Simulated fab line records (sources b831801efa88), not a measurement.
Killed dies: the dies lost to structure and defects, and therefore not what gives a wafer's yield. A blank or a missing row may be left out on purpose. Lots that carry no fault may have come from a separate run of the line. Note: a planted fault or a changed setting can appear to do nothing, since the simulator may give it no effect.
fab line records	flow sky130
record: lots: 7	wafers: 21	last-day: 52
route steps=708 shown FIELD_ISO@16 PAD_OPEN@708
lots untouched by any fault: they come from a run of this same line in which no faults occurred
start-h: start of the lot's first displayed wafer, in hours after the record's first day	wait-h: hours from the lot's prior step to this one	" repeats the value in the row above	L1.1+2: a single row standing in for several wafers	- either no value or no given start	* or withheld: withheld	< > ~ a bound
route shown NAME@n: NAME is a module with steps in the file, n the number in the route of the first one	usual: mean/standard deviation of fault-free wafers	same: alike in all rows	chamber/n: place in a boat	sites: readings site by site	_std_site: how widely they spread, as a standard deviation	_edge_site: the outer-site mean with the inner-site mean subtracted	radius-mm: how far each site lies from the wafer's centre	mask NAME#n: copy n	behind: tool/chamber where the wafer was last shaped	hold: what put the lot on hold/how long, in hours/how the hold closed	device: whichever transistor did not switch (one of n, p or np)	end of line: the tests these same wafers got at the end of their route	a step with no rows: only its recipe	killed: at the first sort, the dies lost to defects and structure; wafer yield is something else	map: the dies of a wafer, with x for killed, . for not killed, _ for no die there
set.NAME: the run value of the setting; set.NAME@STEP: its run value at that earlier step	model.NAME: the simulator's own value behind a step, which no gauge read
lots at selected steps of the route; one table per step, one row per wafer
services: from which hour (start-h, from the record's first day; less than 0 if before it) a tool's chamber was out of use, for how many hours, and why
== steps ==
step: SKY_FIELD_ISO_ETCH_15
recipe: chemistry: CHF3/O2	target-depth-nm: 180	stop-on: Si	source-w: 600	bias-w: 200	pressure-mtorr: 40	chf3-flow-sccm: 50	O2_flow_sccm: 5	time-s: 72
usual: drypump-motor-current-A: 5.8/0.7	oes-product-au: 0.944/0.0068	throttle-valve-pct: 8.844/0.01
lot.wafer	tool	chamber	start-h	wait-h	drypump-motor-current-A	oes-product-au	rf-hours-counter-h	throttle-valve-pct
L701.2	rie-diel-03	1	33.20	0.0	5.4	0.937	99	8.839
L701.4	"	3	"	"	6.1	0.938	-	8.844
L701.5	"	1	"	"	5.4	0.936	-	8.817
L704.1	rie-diel-03	3	52.25	0.0	6.0	0.946	115	8.860
L704.3	"	2	"	"	4.8	0.942	151	8.849
L704.6	"	2	"	"	4.8	0.937	-	8.847
L708.1	rie-diel-03	0	69.12	0.0	4.8	0.948	10	8.841
L708.5	"	2	"	"	4.8	0.952	-	8.845
L708.6	"	1	"	"	5.4	0.938	-	8.826
L709.1	rie-diel-04	3	74.72	0.0	5.8	0.960	1	8.843
L709.3	"	1	"	"	6.3	0.955	5	8.857
L709.6	"	3	"	"	5.8	0.948	-	8.842
L710.2	rie-diel-02	0	81.32	0.0	6.7	0.939	93	8.849
L710.4	"	3	"	"	6.7	0.943	86	8.831
L710.5	"	1	"	"	5.2	0.933	-	8.829
L713.2	rie-diel-02	2	97.00	0.0	6.5	0.933	121	8.851
L713.5	"	1	"	"	5.2	0.940	-	8.848
L713.6	"	0	"	"	6.6	0.951	-	8.849
L718.1	rie-diel-04	2	206.57	0.0	5.2	0.940	21	8.853
L718.3	"	1	"	"	6.4	0.939	7	8.845
L718.5	"	3	"	"	5.7	0.944	-	8.851
step: SKY_FIELD_ISO_STRIP_16
recipe: chemistry: O2/N2	power-w: 1400	pressure-mtorr: 1500	platen-temp-c: withheld	o2-flow-sccm: 3000	n2-flow-sccm: 300	overash-fraction: 0.5
usual: drypump-motor-current-A: 5.92/0.17	oes-product-au: 0.378/0.0049	strip-time-to-endpoint-s: 3.55/0.04
same: overash-fraction: 0.5
lot.wafer	tool	chamber	start-h	wait-h	drypump-motor-current-A	oes-product-au	rf-hours-counter-h	strip-time-to-endpoint-s
L701.2	plasma-asher-02	0	33.26	0.0	5.99	0.381	34	3.60
L701.4	"	1	"	"	5.95	0.378	-	3.56
L701.5	"	0	"	"	5.98	0.380	-	3.61
L704.1	plasma-asher-04	0	52.31	0.0	5.55	0.376	38	3.55
L704.3	"	0	"	"	5.56	0.374	-	3.54
L704.6	"	0	"	"	5.55	0.375	-	3.54
L708.1	plasma-asher-02	0	69.18	0.0	5.96	0.374	38	3.59
L708.5	"	0	"	"	5.96	0.380	-	3.54
L708.6	"	1	"	"	5.97	0.383	-	3.63
L709.1	plasma-asher-03	0	74.78	0.0	5.83	0.384	25	3.53
L709.3	"	0	"	"	5.83	0.381	-	3.48
L709.6	"	1	"	"	6.16	0.379	-	3.54
L710.2	plasma-asher-03	0	81.38	0.0	5.85	0.377	25	3.57
L710.4	"	0	"	"	5.85	0.378	-	3.55
L710.5	"	1	"	"	6.16	0.372	-	3.51
L713.2	plasma-asher-02	0	97.06	0.0	5.97	0.379	40	3.55
L713.5	"	0	"	"	5.95	0.374	-	3.48
L713.6	"	1	"	"	5.96	0.375	-	3.55
L718.1	plasma-asher-03	1	206.63	0.0	6.15	0.381	36	3.57
L718.3	"	1	"	"	6.15	0.369	-	3.49
L718.5	"	0	"	"	5.81	0.383	-	3.55
step: SKY_FIELD_ISO_ETCH_17
recipe: target-depth-a: 3420	mask-material: Si3N4	chemistry: HBr/Cl2/O2	target: Si	taper-deg: 5	icp-w: 600	bias-w: 150	pressure-mtorr: 15	HBr_flow_sccm: 150	Cl2_flow_sccm: 40	O2_flow_sccm: 6	time-s: 97.7
usual: drypump-motor-current-A: 5.6/0.33	he-backside-leak-sccm: 2.72/0.28	mfc-cl2-sccm: 40.00/0.13	oes-product-au: 1.000/0.0094	throttle-valve-pct: 25.657/0.011
lot.wafer	tool	chamber	start-h	wait-h	drypump-motor-current-A	he-backside-leak-sccm	mfc-cl2-sccm	oes-product-au	rf-hours-counter-h	throttle-valve-pct
L701.2	rie-si-01	1	33.36	0.1	5.4	2.49	39.99	0.994	87	25.645
L701.4	"	0	"	"	5.9	2.67	40.15	1.004	2	25.661
L701.5	"	2	"	"	5.9	2.74	40.04	1.018	-	25.661
L704.1	rie-si-01	2	52.41	0.1	5.9	2.64	39.97	1.016	90	25.650
L704.3	"	3	"	"	4.8	2.52	40.01	0.993	68	25.658
L704.6	"	3	"	"	4.8	2.45	40.02	0.982	-	25.672
L708.1	rie-si-02	2	69.28	0.1	5.5	2.65	39.80	0.985	90	25.666
L708.5	"	2	"	"	5.5	2.68	39.96	0.992	-	25.659
L708.6	"	3	"	"	5.6	3.01	39.72	1.001	-	25.645
L709.1	rie-si-01	3	74.88	0.1	4.8	2.30	39.92	0.991	68	25.662
L709.3	"	2	"	"	5.9	2.74	40.01	1.005	90	25.646
L709.6	"	0	"	"	6.0	2.74	40.04	0.997	-	25.639
L710.2	rie-si-02	2	81.48	0.1	5.5	2.78	39.82	1.003	90	25.644
L710.4	"	3	"	"	5.6	3.16	40.19	1.007	125	25.663
L710.5	"	0	"	"	5.7	3.06	40.06	1.005	-	25.663
L713.2	rie-si-02	1	97.16	0.1	5.7	2.57	39.92	0.998	2	25.650
L713.5	"	0	"	"	5.7	2.74	39.91	1.011	-	25.654
L713.6	"	3	"	"	5.6	3.05	39.89	1.000	-	25.651
L718.1	rie-si-02	1	206.73	0.1	5.7	2.37	39.91	1.001	3	25.644
L718.3	"	2	"	"	5.5	2.53	40.10	1.003	90	25.661
L718.5	"	0	"	"	5.7	2.92	40.12	1.002	-	25.652
step: SKY_FIELD_ISO_WET_ETCH_18
recipe: chemistry: H3PO4	target-depth-nm: 25	temp-c: 160	target: Si3N4	time-s: 286
step: SKY_FIELD_ISO_CLEAN_19
recipe: chemistry: SC1/SC2	mix: 1:4:20	temp-c: 70	time-s: 150
step: SKY_FIELD_ISO_CLEAN_20
recipe: chemistry: dHF	time-s: 20	dilution: 100:1
step: SKY_FIELD_ISO_WET_ETCH_21
recipe: chemistry: dHF	dilution: 100:1	target-depth-nm: 20	dry: ipa-marangoni	target: SiO2	temp-c: 25	time-s: 400
step: SKY_FIELD_ISO_OXIDATION_22
recipe: temp-c: 950	ambient: O2	stabilise-s: 600	purge-s: 300	target-thk-a: 100	ox-time-s: 623
step: SKY_FIELD_ISO_THK_MEAS_23
recipe: reads: SiO2_of_FIELD_ISO_OXIDATION_22
usual: FIELD_ISO_OXIDATION_01_THK: 10.08/0.19
lot.wafer	tool	chamber	start-h	wait-h	FIELD_ISO_OXIDATION_01_THK[nm]
L701.2	film-metro-01	-	36.01	0.0	10.23
L701.4	"	-	"	"	10.06
L701.5	"	-	"	"	10.20
L704.1	film-metro-01	-	53.92	0.0	10.36
L704.3	"	-	"	"	10.09
L704.6	"	-	"	"	10.27
L708.1	film-metro-03	-	72.13	0.0	10.10
L708.5	"	-	"	"	9.89
L708.6	"	-	"	"	10.18
L709.1	film-metro-04	-	77.84	0.0	10.01
L709.3	"	-	"	"	10.20
L709.6	"	-	"	"	10.00
L710.2	film-metro-03	-	83.88	0.0	10.11
L710.4	"	-	"	"	10.14
L710.5	"	-	"	"	10.13
L713.2	film-metro-04	-	99.11	0.0	9.93
L713.5	"	-	"	"	9.99
L713.6	"	-	"	"	9.95
L718.1	film-metro-01	-	210.56	0.0	10.04
L718.3	"	-	"	"	9.97
L718.5	"	-	"	"	10.10
step: SKY_FIELD_ISO_CVD_24
recipe: material: SiO2	target-thk-nm: 595	temp-c: 650	sigma-open-frac: 0.3	time-s: 99.2	sih4-flow-sccm: 60	pressure-mtorr: 6
step: SKY_FIELD_ISO_THK_MEAS_25
recipe: reads: SiO2_of_FIELD_ISO_CVD_24
usual: FIELD_ISO_CVD_24_THK: 594/6.6
lot.wafer	tool	chamber	start-h	wait-h	FIELD_ISO_CVD_24_THK[nm]
L701.2	film-metro-03	-	36.14	0.0	592
L701.4	"	-	"	"	590
L701.5	"	-	"	"	593
L704.1	film-metro-04	-	54.05	0.0	593
L704.3	"	-	"	"	601
L704.6	"	-	"	"	609
L708.1	film-metro-04	-	72.26	0.0	595
L708.5	"	-	"	"	588
L708.6	"	-	"	"	593
L709.1	film-metro-04	-	77.98	0.0	590
L709.3	"	-	"	"	595
L709.6	"	-	"	"	601
L710.2	film-metro-04	-	84.01	0.0	601
L710.4	"	-	"	"	602
L710.5	"	-	"	"	601
L713.2	film-metro-01	-	99.25	0.0	589
L713.5	"	-	"	"	593
L713.6	"	-	"	"	610
L718.1	film-metro-03	-	210.98	0.3	590
L718.3	"	-	"	"	589
L718.5	"	-	"	"	592
step: SKY_FIELD_ISO_ANNEAL_26
recipe: temp-c: 1000	time-s: 1800	ambient: N2
step: SKY_FIELD_ISO_CMP_27
recipe: stop-on: Si3N4	t-overpolish-s: 16	down-force-psi: 4	platen-rpm: 60	target-thk-nm: 457.8	pad-velocity-m-s: 0.94248
usual: edge-zone-pressure-frac: 1.000/0.005	head-pressure-psi: 4.001/0.0086	motor-current-A: 11.5/0.92	overpolish-run-s: 15.999/0.009	platen-rpm: 60.00/0.045	time-to-endpoint-s: 115/5.2
lot.wafer	tool	chamber	start-h	wait-h	edge-zone-pressure-frac	head-pressure-psi	motor-current-A	overpolish-run-s	platen-rpm	time-to-endpoint-s	model.SiO2_of_FIELD_ISO_CVD_24.thk-nm
L701.2	cmp-02	2	39.01	0.0	0.997	4.006	13.6	16.009	60.02	114	458
L701.4	"	3	"	"	0.994	4.001	11.7	15.992	59.99	114	457.7
L701.5	"	2	"	"	1.000	3.998	13.4	16.007	60.02	114	458.4
L704.3	cmp-02	0	55.61	0.0	1.006	3.999	12.0	15.989	60.10	116	457.4
L704.1	"	1	"	"	1.009	3.978	10.3	15.985	59.97	120	457.7
L704.6	"	1	"	"	1.005	3.988	10.5	16.008	60.05	127	457.8
L708.1	cmp-01	0	75.36	0.2	-	-	-	-	-	-	594.8
L708.6	"	0	"	"	-	-	-	-	-	-	593.2
L708.5	"	1	"	"	-	-	-	-	-	-	588.9
L709.3	cmp-01	2	80.74	0.0	-	-	-	-	-	-	595.4
L709.1	"	0	"	"	-	-	-	-	-	-	589.8
L709.6	"	2	"	"	-	-	-	-	-	-	600.4
L710.4	cmp-02	0	85.56	0.0	-	-	-	-	-	-	601.4
L710.2	"	1	"	"	-	-	-	-	-	-	601
L710.5	"	0	"	"	-	-	-	-	-	-	601.1
L713.2	cmp-01	1	102.05	0.1	1.011	3.988	12.8	15.981	60.03	113	457.3
L713.5	"	3	"	"	0.992	3.995	12.8	16.005	59.94	110	456.7
L713.6	"	0	"	"	1.009	4.005	10.1	16.009	59.97	121	459.2
L718.1	cmp-01	0	219.05	0.3	0.996	4.000	10.1	16.012	60.05	123	459.9
L718.3	"	2	"	"	0.992	3.990	11.1	16.002	59.94	118	459.2
L718.5	"	0	"	"	0.999	4.011	10.4	15.983	59.93	122	459.6
step: SKY_FIELD_ISO_WET_ETCH_28
recipe: chemistry: dHF	target-depth-nm: 23.7	target: SiO2	dilution: 10:1	temp-c: 25	time-s: 47
step: SKY_FIELD_ISO_WET_ETCH_29
recipe: chemistry: H3PO4	target-depth-nm: 160	target: Si3N4	temp-c: 160	time-s: 1825
step: SKY_FIELD_ISO_WET_ETCH_30
recipe: chemistry: dHF	target-depth-nm: 25	target: SiO2	dilution: 10:1	temp-c: 25	time-s: 50
lot.wafer	tool	chamber	start-h	wait-h	model.SiO2_of_FIELD_ISO_CVD_24.thk-nm
L701.2+4	wet-bench-04	2	39.85	0.0	404.8
L701.5	"	2	"	"	405.4
L704.1	wet-bench-03	2	56.45	0.0	404.6
L704.3	"	2	"	"	404.3
L704.6	"	2	"	"	404.9
L708.1	wet-bench-03	2	76.25	0.0	542.6
L708.5	"	2	"	"	536.5
L708.6	"	2	"	"	541.1
L709.1	wet-bench-04	1	81.57	0.0	536.7
L709.3	"	1	"	"	542.3
L709.6	"	1	"	"	547.2
L710.2	wet-bench-03	2	86.40	0.0	547.9
L710.4	"	2	"	"	548.3
L710.5	"	2	"	"	548
L713.2	wet-bench-04	2	102.79	0.0	404
L713.5	"	2	"	"	403.6
L713.6	"	2	"	"	406.1
L718.1	wet-bench-02	2	219.93	0.0	407.6
L718.3	"	2	"	"	406.9
L718.5	"	2	"	"	407.1
step: SKY_PAD_OPEN_PROBE_99
usual: killed_at_M0_to_M3: 43/7	killed_at_M4_up: 2.7/1.6	killed-at-contacts: 24/5.3	killed-at-front-end: 16/4.6	killed-at-other: 0.3/0.53	killed-dies: 86/9.3	killed-on-rim: 17/4	killed-open: 47/6.9	killed-short: 38/6.1
same: gross-dies: 492	killed-at-back-side: 0
lot.wafer	tool	chamber	start-h	wait-h	killed_at_M0_to_M3	killed_at_M4_up	killed-at-contacts	killed-at-front-end	killed-at-other	killed-dies	killed-on-rim	killed-open	killed-short
L704.1	prober-01	-	1051.08	0.1	38	6	14	18	0	76	19	39	37
L704.3	prober-01	-	1051.18	0.2	45	2	18	18	0	83	17	47	36
L704.6	prober-01	-	1051.33	0.2	54	2	23	18	1	98	22	48	50
L708.1	prober-01	-	1077.26	0.1	46	4	18	423	1	492	96	48	40
L708.5	prober-01	-	1077.46	0.2	46	0	24	422	0	492	96	46	32
L708.6	prober-01	-	1077.51	0.2	46	4	22	420	0	492	96	48	34
L710.2	prober-02	-	1078.86	0.1	41	3	29	419	0	492	96	43	43
L710.4	prober-02	-	1078.96	0.2	48	3	19	421	1	492	96	44	38
L710.5	prober-02	-	1079.01	0.2	51	3	26	412	0	492	96	57	37
L709.1	prober-01	-	1080.31	0.1	58	2	19	413	0	492	96	54	43
L709.3	prober-01	-	1080.41	0.2	49	4	22	417	0	492	96	48	48
L709.6	prober-01	-	1080.56	0.2	46	2	22	422	0	492	96	51	39
L713.2	prober-02	-	1097.75	0.1	41	4	16	24	0	85	15	38	47
L713.5	prober-02	-	1097.90	0.2	38	4	20	16	0	78	17	38	40
L713.6	prober-02	-	1097.95	0.2	53	2	27	15	0	97	23	56	41
L718.1	prober-02	-	1240.62	0.1	48	6	30	17	1	102	15	63	39
L718.3	prober-02	-	1240.72	0.2	42	4	15	19	0	80	17	46	34
L718.5	prober-02	-	1240.82	0.2	51	2	32	10	0	95	17	55	40
killed by level:class
L704.1 VIA2:geometric-particle:open=7 VIA3:geometric-particle:open=7 FIELD_ISO:geometric-particle:open=5 VIA1:geometric-particle:short=5 VIA1:geometric-particle:open=5 METAL4:geometric-particle:short=5 SPACER:geometric-particle:open=4 CONTACT:geometric-particle:open=4
L704.3 METAL2:geometric-particle:short=10 CONTACT:geometric-particle:open=8 VIA1:geometric-particle:open=8 VIA1:geometric-particle:short=8 VIA2:geometric-particle:open=6 FIELD_ISO:geometric-particle:short=5 POLY_GATE:geometric-particle:open=5 FIELD_ISO:geometric-particle:open=4
L704.6 VIA1:geometric-particle:open=13 CONTACT:geometric-particle:open=8 METAL2:geometric-particle:short=8 VIA2:geometric-particle:short=8 POLY_GATE:geometric-particle:open=7 CONTACT:geometric-particle:short=7 POLY_GATE:geometric-particle:short=5 METAL1:geometric-particle:short=5
L708.1 FIELD_ISO:area-cmp=404 VIA1:geometric-particle:open=11 VIA3:geometric-particle:open=7 LI_CONTACT:geometric-particle:open=6 CONTACT:geometric-particle:open=5 METAL1:geometric-particle:short=5 VIA2:geometric-particle:open=4 VIA2:geometric-particle:short=4
L708.5 FIELD_ISO:area-cmp=414 VIA1:geometric-particle:open=12 VIA3:geometric-particle:open=11 LI_CONTACT:geometric-particle:open=8 CONTACT:geometric-particle:open=6 VIA2:geometric-particle:open=5 LOCAL_INTERCONNECT:geometric-particle:short=5 METAL1:geometric-particle:short=5
L708.6 FIELD_ISO:area-cmp=410 VIA1:geometric-particle:open=9 METAL2:geometric-particle:short=8 CONTACT:geometric-particle:open=7 VIA3:geometric-particle:open=7 VIA2:geometric-particle:open=6 VIA1:geometric-particle:short=6 CONTACT:geometric-particle:short=5
L710.2 FIELD_ISO:area-cmp=406 LI_CONTACT:geometric-particle:open=10 VIA1:geometric-particle:open=9 METAL2:geometric-particle:short=7 LI_CONTACT:geometric-particle:short=6 LOCAL_INTERCONNECT:geometric-particle:short=6 POLY_GATE:geometric-particle:short=5 CONTACT:geometric-particle:open=5
L710.4 FIELD_ISO:area-cmp=410 METAL2:geometric-particle:short=9 VIA1:geometric-particle:open=9 VIA3:geometric-particle:open=9 LI_CONTACT:geometric-particle:open=6 VIA2:geometric-particle:open=6 CONTACT:geometric-particle:open=5 METAL1:geometric-particle:short=5
L710.5 FIELD_ISO:area-cmp=398 VIA1:geometric-particle:open=12 LI_CONTACT:geometric-particle:open=10 VIA3:geometric-particle:open=9 VIA2:geometric-particle:open=8 CONTACT:geometric-particle:open=7 METAL2:geometric-particle:short=7 LI_CONTACT:geometric-particle:short=4
L709.1 FIELD_ISO:area-cmp=395 VIA1:geometric-particle:open=12 VIA2:geometric-particle:open=11 POLY_GATE:geometric-particle:short=8 VIA3:geometric-particle:open=8 LI_CONTACT:geometric-particle:open=7 METAL1:geometric-particle:open=6 METAL1:geometric-particle:short=5
L709.3 FIELD_ISO:area-cmp=396 VIA1:geometric-particle:open=13 FIELD_ISO:geometric-particle:open=8 CONTACT:geometric-particle:open=8 FIELD_ISO:geometric-particle:short=7 VIA1:geometric-particle:short=7 METAL2:geometric-particle:short=7 LI_CONTACT:geometric-particle:open=6
L709.6 FIELD_ISO:area-cmp=402 VIA1:geometric-particle:open=19 CONTACT:geometric-particle:short=8 CONTACT:geometric-particle:open=7 VIA3:geometric-particle:open=6 FIELD_ISO:geometric-particle:open=5 METAL2:geometric-particle:short=5 FIELD_ISO:geometric-particle:short=4
L713.2 VIA2:geometric-particle:open=8 METAL1:geometric-particle:short=8 FIELD_ISO:geometric-particle:open=7 CONTACT:geometric-particle:short=7 VIA3:geometric-particle:open=5 POLY_GATE:geometric-particle:short=4 POLY_GATE:geometric-particle:open=4 VIA1:geometric-particle:short=4
L713.5 VIA1:geometric-particle:open=11 METAL2:geometric-particle:short=8 LOCAL_INTERCONNECT:geometric-particle:short=5 LI_CONTACT:geometric-particle:open=5 METAL1:geometric-particle:short=5 FIELD_ISO:geometric-particle:open=4 CONTACT:geometric-particle:open=4 VIA2:geometric-particle:short=4
L713.6 VIA1:geometric-particle:open=14 CONTACT:geometric-particle:open=11 LI_CONTACT:geometric-particle:open=8 METAL2:geometric-particle:short=8 METAL1:geometric-particle:short=7 VIA3:geometric-particle:open=7 POLY_GATE:geometric-particle:open=5 FIELD_ISO:geometric-particle:open=4
L718.1 VIA1:geometric-particle:open=12 LI_CONTACT:geometric-particle:open=11 CONTACT:geometric-particle:open=11 VIA2:geometric-particle:open=7 METAL1:geometric-particle:short=6 VIA1:geometric-particle:short=6 VIA3:geometric-particle:open=6 POLY_GATE:geometric-particle:open=5
L718.3 VIA1:geometric-particle:open=10 LI_CONTACT:geometric-particle:open=9 FIELD_ISO:geometric-particle:open=6 POLY_GATE:geometric-particle:short=6 VIA3:geometric-particle:open=6 METAL2:geometric-particle:short=5 METAL1:geometric-particle:short=5 VIA2:geometric-particle:open=4
L718.5 LI_CONTACT:geometric-particle:open=13 VIA1:geometric-particle:open=11 CONTACT:geometric-particle:open=9 METAL1:geometric-particle:short=8 LI_CONTACT:geometric-particle:short=6 METAL2:geometric-particle:short=6 VIA3:geometric-particle:open=5 FIELD_ISO:geometric-particle:open=4
map L708.1 (x killed, . not)
__________xxxxxxxxxx_________
________xxxxxxxxxxxxxx_______
______xxxxxxxxxxxxxxxxxx_____
_____xxxxxxxxxxxxxxxxxxxx____
____xxxxxxxxxxxxxxxxxxxxxx___
___xxxxxxxxxxxxxxxxxxxxxxxx__
__xxxxxxxxxxxxxxxxxxxxxxxxxx_
_xxxxxxxxxxxxxxxxxxxxxxxxxxxx
_xxxxxxxxxxxxxxxxxxxxxxxxxxxx
_xxxxxxxxxxxxxxxxxxxxxxxxxxxx
_xxxxxxxxxxxxxxxxxxxxxxxxxxxx
_xxxxxxxxxxxxxxxxxxxxxxxxxxxx
_xxxxxxxxxxxxxxxxxxxxxxxxxxxx
_xxxxxxxxxxxxxxxxxxxxxxxxxxxx
_xxxxxxxxxxxxxxxxxxxxxxxxxxxx
__xxxxxxxxxxxxxxxxxxxxxxxxxx_
___xxxxxxxxxxxxxxxxxxxxxxxx__
____xxxxxxxxxxxxxxxxxxxxxx___
_____xxxxxxxxxxxxxxxxxxxx____
______xxxxxxxxxxxxxxxxxx_____
________xxxxxxxxxxxxxx_______
__________xxxxxxxxxx_________
map L709.1 (x killed, . not)
__________xxxxxxxxxx_________
________xxxxxxxxxxxxxx_______
______xxxxxxxxxxxxxxxxxx_____
_____xxxxxxxxxxxxxxxxxxxx____
____xxxxxxxxxxxxxxxxxxxxxx___
___xxxxxxxxxxxxxxxxxxxxxxxx__
__xxxxxxxxxxxxxxxxxxxxxxxxxx_
_xxxxxxxxxxxxxxxxxxxxxxxxxxxx
_xxxxxxxxxxxxxxxxxxxxxxxxxxxx
_xxxxxxxxxxxxxxxxxxxxxxxxxxxx
_xxxxxxxxxxxxxxxxxxxxxxxxxxxx
_xxxxxxxxxxxxxxxxxxxxxxxxxxxx
_xxxxxxxxxxxxxxxxxxxxxxxxxxxx
_xxxxxxxxxxxxxxxxxxxxxxxxxxxx
_xxxxxxxxxxxxxxxxxxxxxxxxxxxx
__xxxxxxxxxxxxxxxxxxxxxxxxxx_
___xxxxxxxxxxxxxxxxxxxxxxxx__
____xxxxxxxxxxxxxxxxxxxxxx___
_____xxxxxxxxxxxxxxxxxxxx____
______xxxxxxxxxxxxxxxxxx_____
________xxxxxxxxxxxxxx_______
__________xxxxxxxxxx_________
== services ==
tool	chamber	start-h	hours	kind
rie-diel-03	1	11.94	14.5	repair
rie-diel-03	0	21.13	25.7	repair
rie-diel-04	3	24.04	3.5	repair
plasma-asher-03	-	29.57	14.6	pm
cmp-01	-	53.90	3.4	repair
cmp-02	-	61.35	1.2	repair
cmp-02	-	64.00	4.0	pm
cmp-02	-	68.00	13.2	pm
rie-diel-03	1	70.32	6.2	repair
rie-diel-03	-	78.03	0.2	repair
plasma-asher-03	-	90.53	4.4	repair
plasma-asher-03	-	95.49	8.4	repair
cmp-02	-	104.29	3.7	repair
rie-diel-03	3	106.68	5.6	repair
rie-si-01	-	109.38	14.6	pm
cmp-02	-	114.27	0.8	repair
rie-si-01	3	125.31	4.1	repair
rie-si-02	3	145.39	2.1	repair
rie-si-02	3	150.33	10.6	repair
cmp-02	-	161.56	1.9	pm
rie-diel-03	-	180.99	62.4	repair
rie-diel-03	1	202.57	14.9	repair
rie-si-01	0	211.52	8.3	repair
cmp-02	-	215.43	12.5	repair
== key ==
first-sign: step: SKY_FIELD_ISO_CMP_27	reading: tool-record	direction: missing
effect: step: SKY_PAD_OPEN_PROBE_99	reading: killed-at-front-end	direction: up	sigmas: 87	usual: 16	struck: 419
model-effect: step: SKY_FIELD_ISO_CMP_27	value: SiO2_of_FIELD_ISO_CVD_24.thk-nm	without: 458.5	struck: 596.2
model-effect: step: SKY_FIELD_ISO_WET_ETCH_30	value: SiO2_of_FIELD_ISO_CVD_24.thk-nm	without: 405.7	struck: 543.4
more-kills-born-at: SKY_FIELD_ISO_CMP_27@cmp-01: 2421	SKY_FIELD_ISO_CMP_27@cmp-02: 1214
met-at SKY_FIELD_ISO_CMP_27
struck-wafers L708.1,L708.5,L708.6,L709.1,L709.3,L709.6,L710.2,L710.4,L710.5
later-rows-left-out L708.1,L708.5,L708.6,L709.1,L709.3,L709.6,L710.2,L710.4,L710.5
tester-left-out L708,L709,L710
onset-between 55.61 75.36
fault: kind: skipped-step-whole	tool: cmp-01,cmp-02	chamber: -	onset-h: 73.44	steps: SKY_FIELD_ISO_CMP_27	scope: struck-lots-only
tester-left-out: of these lots the tester's yield and bins aren't shown, on N5 and GAA mostly nor the transistor test; their killed dies are dies lost to structure and defects alone, not to doping, threshold or leakage, so they don't give the yield
later-rows-left-out: the simulator's readings of these wafers behind a module that went badly wrong aren't trusted and aren't shown, but for the sort
